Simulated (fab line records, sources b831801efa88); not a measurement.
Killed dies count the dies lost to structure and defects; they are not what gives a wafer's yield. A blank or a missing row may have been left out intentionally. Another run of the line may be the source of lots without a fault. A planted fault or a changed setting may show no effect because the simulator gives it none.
fab line records    flow sky130
[record] lots = 6  wafers = 18  last-day = 49
route steps=708 shown METAL1@457 VIA1@458 PAD_OPEN@708
lots that met no fault: from a run of the same line without faults
start-h: start of the lot's first displayed wafer, in hours after the record's first day    wait-h: hours since the lot's step before    " same as the row above    L1.1+2: a row that stands for several wafers    - no value, or no start was given    * or withheld: withheld    < > ~ a bound
route shown NAME@n: NAME is a module with steps in the file, n the number in the route of the first one    usual: average and standard deviation across the fault-free wafers    same: alike in all rows    chamber/n: place in a boat    sites: the reading at each site    _std_site: standard deviation of those values    _edge_site: inner sites' mean taken away from outer sites' mean    radius-mm: how far each site lies from the wafer's centre    mask NAME#n: copy n    behind: the most recent tool/chamber to have shaped the wafer    hold: what put the lot on hold/how long, in hours/how the hold closed    device: the transistor (n, p or np) that didn't switch    end of line: the same wafers' tests at the end of the route    a step without rows: its recipe alone    killed: dies lost to structure and defects at the first sort, not the wafer's yield    map: shows each die of a wafer: x if killed, . if not, _ if none is there
set.NAME: setting as actually run; set.NAME@STEP: the setting as run at that earlier step    model.NAME: the simulator's own value behind a step, which no gauge read
lots at selected steps of the route; one table per step, one row per wafer
services: when a tool's chamber went out of use (start-h, in hours from the record's first day, below 0 if earlier), for how many hours, and the reason
[[steps]]
[step SKY_METAL1_CLEAN_23]
[recipe] chemistry = O3/DIW  dry = n2-spin
[step SKY_VIA1_HDPCVD_00]
[recipe] material = SiO2  target-thk-nm = 1030  sigma-open-frac = 0.3  time-s = 171.7  temp-c = 400  sih4-flow-sccm = 60  pressure-mtorr = 6
[step SKY_VIA1_THK_MEAS_01]
[recipe] reads = SiO2_of_VIA1_HDPCVD_00
[usual] VIA1_HDPCVD_THK = 1031/10
lot.wafer  tool           chamber  start-h  wait-h  VIA1_HDPCVD_THK[nm]
L463.1     film-metro-02  -        781.57   0.1     1013
L463.2     "              -        "        "       1018
L463.3     "              -        "        "       1025
L464.1     film-metro-03  -        787.40   0.1     1033
L464.2     "              -        "        "       1063
L464.6     "              -        "        "       1056
L478.1     film-metro-02  -        889.45   0.1     1032
L478.2     "              -        "        "       1032
L478.6     "              -        "        "       1027
L479.1     film-metro-03  -        892.63   0.1     1011
L479.2     "              -        "        "       1004
L479.5     "              -        "        "       1014
L480.1     film-metro-02  -        897.49   0.1     1043
L480.5     "              -        "        "       1033
L480.6     "              -        "        "       1038
L482.3     film-metro-04  -        913.14   0.1     1030
L482.5     "              -        "        "       1018
L482.6     "              -        "        "       1036
[step SKY_VIA1_CMP_02]
[recipe] material = SiO2  down-force-psi = 4  platen-rpm = 60  pad-velocity-m-s = 0.94248
[usual] head-pressure-psi = 4.000/0.0079  motor-current-A = 12.5/1.5  retaining-ring-pressure-frac = 0.999/0.0048  slurry-flow-ml-min = 150.0/0.51
lot.wafer  tool    chamber  start-h  wait-h  head-pressure-psi  motor-current-A  retaining-ring-pressure-frac  slurry-flow-ml-min
L463.2     cmp-02  3        781.68   0.1     3.992              15.3             0.998                         150.5
L463.1     "       0        "        "       3.994              14.2             0.998                         151.1
L463.3     "       1        "        "       3.989              11.9             1.005                         149.8
L464.2     cmp-02  1        787.51   0.1     3.991              11.4             1.005                         149.4
L464.1     "       2        "        "       3.995              13.7             1.001                         150.0
L464.6     "       0        "        "       4.008              13.6             0.990                         149.8
L478.2     cmp-01  0        889.51   0.0     4.008              12.7             0.997                         149.8
L478.1     "       2        "        "       3.994              10.8             0.987                         149.8
L478.6     "       0        "        "       3.991              11.7             0.999                         150.0
L479.1     cmp-02  1        892.69   0.1     4.004              11.6             0.994                         150.0
L479.2     "       0        "        "       4.005              13.5             1.001                         150.6
L479.5     "       2        "        "       4.002              12.7             1.003                         151.1
L480.1     cmp-01  2        897.70   0.2     4.011              10.9             0.999                         148.8
L480.5     "       3        "        "       3.993              11.5             0.997                         149.9
L480.6     "       0        "        "       3.993              12.5             0.999                         150.0
L482.3     cmp-01  1        913.28   0.1     4.008              12.1             1.001                         150.3
L482.5     "       3        "        "       4.009              10.3             0.996                         149.6
L482.6     "       0        "        "       4.000              12.4             0.999                         150.0
[step SKY_VIA1_BOW_MEAS_03]
[recipe] mode = bow
[usual] VIA1_BOW = 80/7.8
lot.wafer  tool           chamber  start-h  wait-h  VIA1_BOW[um]
L463.1     film-metro-04  -        781.93   0.1     88
L463.2     "              -        "        "       87
L463.3     "              -        "        "       86
L464.1     film-metro-02  -        787.76   0.1     78
L464.2     "              -        "        "       88
L464.6     "              -        "        "       88
L478.1     film-metro-03  -        889.81   0.1     76
L478.2     "              -        "        "       77
L478.6     "              -        "        "       72
L479.1     film-metro-03  -        892.99   0.2     72
L479.2     "              -        "        "       68
L479.5     "              -        "        "       82
L480.1     film-metro-04  -        897.86   0.1     77
L480.5     "              -        "        "       92
L480.6     "              -        "        "       69
L482.3     film-metro-02  -        913.52   0.2     73
L482.5     "              -        "        "       73
L482.6     "              -        "        "       83
[step SKY_VIA1_DEHYDRATE_04]
[recipe] temp-c = 200  time-s = 60
[step SKY_VIA1_HMDS_05]
[recipe] prime-time-s = 60  prime-temp-c = 120
[step SKY_VIA1_COAT_06]
[recipe] resist = BARC  temp-c = withheld  time-s = withheld  spin-rpm = 3000  resist-thk-nm = 60
[step SKY_VIA1_COAT_07]
[recipe] resist = KrF-thick  spin-rpm = 3000  resist-thk-nm = 450
[step SKY_VIA1_SOFTBAKE_08]
[recipe] temp-c = 100  time-s = 90  resist = KrF-thick
[step SKY_VIA1_EXPOSE_09]
[recipe] mask-id = VIM  na = 0.8  source-shape = annular  sigma-inner = 0.55  sigma-outer = 0.85  target-cd-nm = 150  dose-mj = 38
[step SKY_VIA1_PEB_10]
[recipe] peb-temp-c = withheld  peb-time-s = withheld  resist = KrF-thick
[step SKY_VIA1_DEVELOP_11]
[recipe] develop-time-s = 60  resist = KrF-thick  dev-temp-c = 21
lot.wafer   tool            chamber  start-h  wait-h
L463.1+2+3  litho-track-04  0        809      -
L464.1+2+6  litho-track-01  0        814      -
L478.1+2+6  litho-track-04  0        915      -
L479.1+2+5  litho-track-01  0        918      -
L480.1+5+6  litho-track-01  0        923      -
L482.3+5+6  litho-track-04  0        937      -
[step SKY_VIA1_CD_MEAS_12]
[recipe] target-cd-nm = 150
[usual] cd-nm = 150.3/1.5
lot.wafer  tool       chamber  start-h  wait-h  cd-nm
L463.1     cd-sem-01  -        809.17   -       149.2
L463.2     "          -        "        "       149.3
L463.3     "          -        "        "       148.5
L464.1     cd-sem-01  -        814.44   -       149.6
L464.2     "          -        "        "       149.9
L464.6     "          -        "        "       150.1
L478.1     cd-sem-02  -        915.42   -       150.4
L478.2     "          -        "        "       150.0
L478.6     "          -        "        "       150.3
L479.1     cd-sem-01  -        918.49   -       153.0
L479.2     "          -        "        "       154.1
L479.5     "          -        "        "       154.5
L480.1     cd-sem-02  -        923.29   -       152.7
L480.5     "          -        "        "       154.6
L480.6     "          -        "        "       153.0
L482.3     cd-sem-01  -        937.86   -       150.9
L482.5     "          -        "        "       150.1
L482.6     "          -        "        "       149.6
[step SKY_VIA1_OVL_MEAS_13]
[usual] VIA1_OVL = 0/4.1
lot.wafer  tool        chamber  start-h  wait-h  VIA1_OVL[nm]
L463.1     overlay-02  -        809.29   0.1     -2
L463.2     "           -        "        "       -4
L463.3     "           -        "        "       -2
L464.1     overlay-01  -        814.56   0.1     2
L464.2     "           -        "        "       1
L464.6     "           -        "        "       1
L478.1     overlay-01  -        915.54   0.1     7
L478.2     "           -        "        "       3
L478.6     "           -        "        "       4
L479.1     overlay-02  -        918.63   0.1     4
L479.2     "           -        "        "       -2
L479.5     "           -        "        "       3
L480.1     overlay-02  -        923.41   0.1     -2
L480.5     "           -        "        "       -1
L480.6     "           -        "        "       -2
L482.3     overlay-02  -        937.95   0.1     -11
L482.5     "           -        "        "       0
L482.6     "           -        "        "       -1
[step SKY_VIA1_ETCH_14]
[recipe] chemistry = N2/H2  target = BARC  ion-energy-ev = 200  source-w = 500  bias-w = 100  pressure-mtorr = 30  n2-flow-sccm = 100  h2-flow-sccm = 200  stop-on = SiO2  time-s = 45.9  target-depth-a = 600
[usual] drypump-motor-current-A = 5.7/0.54  oes-product-au = 0.855/0.0047  throttle-valve-pct = 13.225/0.0093
[same] time-s = 45.9
lot.wafer  tool         chamber  start-h  wait-h  drypump-motor-current-A  oes-product-au  rf-hours-counter-h  throttle-valve-pct  model.VIA1.cd-nm
L463.1     rie-diel-04  1        809.33   0.0     5.2                      0.858           10                  13.226              149.6
L463.2     "            3        "        "       5.0                      0.854           4                   13.212              148.6
L463.3     "            0        "        "       6.8                      0.854           7                   13.221              148.5
L464.1     rie-diel-04  2        814.60   0.0     5.6                      0.851           21                  13.234              149.3
L464.2     "            0        "        "       6.8                      0.844           7                   13.219              149.1
L464.6     "            2        "        "       5.6                      0.859           -                   13.218              149.8
L478.1     rie-diel-04  1        915.58   0.0     5.2                      0.854           12                  13.230              149.8
L478.2     "            2        "        "       5.6                      0.856           24                  13.218              150.4
L478.6     "            0        "        "       6.8                      0.857           -                   13.246              149.5
L479.1     rie-diel-03  1        918.67   0.0     5.9                      0.855           7                   13.224              154.4
L479.2     "            2        "        "       5.6                      0.854           14                  13.219              154.1
L479.5     "            1        "        "       5.9                      0.851           -                   13.227              155.3
L480.1     rie-diel-04  2        923.44   0.0     5.6                      0.865           24                  13.222              153
L480.5     "            2        "        "       5.6                      0.860           -                   13.239              154.7
L480.6     "            3        "        "       5.0                      0.855           -                   13.228              151.6
L482.3     rie-diel-03  3        937.98   0.0     5.6                      0.857           12                  13.230              151
L482.5     "            2        "        "       5.6                      0.856           -                   13.230              150.1
L482.6     "            3        "        "       5.6                      0.866           -                   13.213              149.6
[step SKY_VIA1_ETCH_15]
[recipe] target = SiO2  chemistry = C4F8/O2/Ar  target-depth-nm = 351  stop-on = TiN  mask-material = KrF-thick  source-w = 1500  bias-w = 1200  pressure-mtorr = 40  c4f8-flow-sccm = withheld  O2_flow_sccm = 6  Ar_flow_sccm = 300  time-s = 54
[usual] oes-product-au = 0.979/0.0064
[same] time-s = 54
lot.wafer  tool         chamber  start-h  wait-h  oes-product-au  rf-hours-counter-h
L463.1     rie-diel-04  1        809.37   0.0     0.984           10
L463.2     "            3        "        "       0.982           4
L463.3     "            0        "        "       0.959           7
L464.1     rie-diel-04  2        814.64   0.0     0.978           21
L464.2     "            0        "        "       0.991           7
L464.6     "            2        "        "       0.975           -
L478.1     rie-diel-04  1        915.62   0.0     0.970           12
L478.2     "            2        "        "       0.976           24
L478.6     "            0        "        "       0.983           -
L479.1     rie-diel-03  1        918.71   0.0     0.976           7
L479.2     "            2        "        "       0.978           14
L479.5     "            1        "        "       0.978           -
L480.1     rie-diel-04  2        923.48   0.0     0.977           24
L480.5     "            2        "        "       0.976           -
L480.6     "            3        "        "       0.973           -
L482.3     rie-diel-03  3        938.02   0.0     0.983           12
L482.5     "            2        "        "       0.981           -
L482.6     "            3        "        "       0.979           -
[step SKY_PAD_OPEN_PROBE_99]
[usual] defect-limited-yield = 81.9/2  killed_at_M0_to_M3 = 43/6.5  killed_at_M4_up = 3.2/1.8  killed-at-contacts = 26/5.2  killed-at-front-end = 16/4.8  killed-at-other = 0.3/0.6  killed-dies = 89/9.6  killed-open = 48/7.1  killed-short = 40/6.4  sort_bin_3_pad_short = 0.9/0.37  sort_bin_5_function = 10.7/1.4  sort_bin_6_memory = 6.5/1.2  sort-n-pass = 403/9.6  sort-yield-pct = 81.9/2
[same] gross-dies = 492  killed-at-back-side = 0  sort_bin_4_leakage[%] = 0  sort_bin_8_speed[%] = 0
lot.wafer  tool       chamber  start-h  wait-h  defect-limited-yield[%]  killed_at_M0_to_M3  killed_at_M4_up  killed-at-contacts  killed-at-front-end  killed-at-other  killed-dies  killed-open  killed-short  sort_bin_3_pad_short[%]  sort_bin_5_function[%]  sort_bin_6_memory[%]  sort-n-pass  sort-yield-pct[%]
L479.1     prober-02  -        1171.80  0.1     79.1                     56                  2                30                  14                   1                103          52           51            1.0                      11.4                    8.5                   389          79.1
L480.5     prober-01  -        1174.95  0.2     82.5                     40                  2                27                  17                   0                86           47           39            0.8                      9.1                     7.5                   406          82.5
// killed by level:class
L479.1 VIA1:geometric-particle:open=13 CONTACT:geometric-particle:open=12 METAL1:geometric-particle:short=9 VIA3:geometric-particle:open=7 VIA3:geometric-particle:short=6 LI_CONTACT:geometric-particle:open=6 CONTACT:geometric-particle:short=5 VIA1:geometric-particle:short=5
L480.5 VIA1:geometric-particle:open=13 CONTACT:geometric-particle:open=9 LI_CONTACT:geometric-particle:open=9 POLY_GATE:geometric-particle:short=8 METAL1:geometric-particle:short=8 METAL2:geometric-particle:short=5 LOCAL_INTERCONNECT:geometric-particle:short=5 POLY_CUT:geometric-particle:short=4
[[services]]
tool         chamber  start-h  hours  kind
rie-diel-03  2        779.88   4.0    repair
rie-diel-03  0        808.15   3.3    repair
rie-diel-04  -        852.17   2.8    pm
rie-diel-03  1        852.93   1.3    repair
rie-diel-04  1        857.42   30.1   repair
rie-diel-03  0        905.80   64.4   repair
cmp-02       -        912.02   4.0    pm
cmp-02       -        916.02   -      consumable-replace:conditioner
cmp-02       -        916.02   -      consumable-replace:pad
cmp-02       -        917.17   0.5    repair
[[key]]
[first-sign] step = SKY_VIA1_CD_MEAS_12  reading = cd-nm  direction = up  sigmas = 2.3  usual = 150.3  struck = 153.6
effect none on later readings
[model-effect] step = SKY_VIA1_ETCH_14  value = VIA1.cd-nm  without = 149.9  struck = 153.9
met-at SKY_VIA1_DEVELOP_11
struck-wafers L479.1,L479.2,L479.5,L480.1,L480.5,L480.6
onset-between 814 918
[fault] kind = process-parameter-drift  tool = litho-track-01  chamber = -  onset-h = 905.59  steps = SKY_VIA1_DEVELOP_11  channel = develop-time-s  offset = *  shape = step  end-h = 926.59  acts-in = *  stated = *
